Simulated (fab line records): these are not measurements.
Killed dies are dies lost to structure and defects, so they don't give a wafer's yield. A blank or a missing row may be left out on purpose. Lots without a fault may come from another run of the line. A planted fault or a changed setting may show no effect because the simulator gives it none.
Which of the tools did it? + flow gf180mcu + 6 lots, 18 wafers sampled, at 2 steps of a route of 602

== WHAT THE GAUGES READ, wafer by wafer ==
GF_DNWELL_TW_MEAS_09.
| lot  | measured    | on            | DNWELL_TW      |
|------|-------------|---------------|----------------|
| L965 | day 3 15:46 | film-metro-03 | 1353 1355 1349 |
| L967 | day 4 03:32 | film-metro-03 | 1337 1350 1344 |
| L969 | day 4 13:38 | film-metro-02 | 1354 1359 1353 |
| L972 | day 5 07:10 | film-metro-02 | 913 907 911    |
| L974 | day 5 15:37 | film-metro-03 | 900 899 904    |
| L982 | day 7 11:38 | film-metro-02 | 1357 1351 1358 |

== WHAT TOOL EACH LOT RAN ON (gives the tool, then ch and the chambers of the sampled wafers, and finally the start) ==
| lot  | GF_DNWELL_IMPLANT_07           |
|------|--------------------------------|
| L965 | implanter-01 ch 0, day 3 15:31 |
| L967 | implanter-01 ch 0, day 4 03:18 |
| L969 | implanter-02 ch 0, day 4 13:24 |
| L972 | implanter-02 ch 0, day 5 06:55 |
| L974 | implanter-02 ch 0, day 5 15:22 |
| L982 | implanter-01 ch 0, day 7 11:26 |
- GF_DNWELL_IMPLANT_07

== THE ANSWER, worked out from the rows above alone ==
Rule: the lots themselves supply what counts as usual. Put in order of their means at a reading, lots are off if they are a third of the lots or fewer, leave a main group of 4 or more, and stand apart from it by a gap of 3 or more times the standard deviation of the main group's means; of several such gaps the widest counts. The tables above print the reading to a certain number of digits; a main group whose means all agree to those digits is not used. Also off: a lot with no number at a reading for which 4 or more lots have one. Any other lot the step has rows for is counted as sound.
Off: L972, L974, at GF_DNWELL_TW_MEAS_09 (DNWELL_TW). The main group has a mean of 1352 with a standard deviation of 4.8.
A tool fits if, at a process step before that reading, it ran every lot that is off, and no sound lot after the first of them. The gauges at GF_DNWELL_TW_MEAS_09 are tried like those tools. One fits: GF_DNWELL_IMPLANT_07 on implanter-02. Its last sound lot is L969 (day 4 13:24), its first lot that is off L972 (day 5 06:55): a fault that began between those two fits.

== WHAT WAS PUT IN BY THE SIMULATOR ==
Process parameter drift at GF_DNWELL_IMPLANT_07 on implanter-02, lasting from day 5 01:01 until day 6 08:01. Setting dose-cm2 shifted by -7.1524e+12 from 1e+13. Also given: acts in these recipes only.
Lots struck among those shown: L972, L974. The rule above found the same.
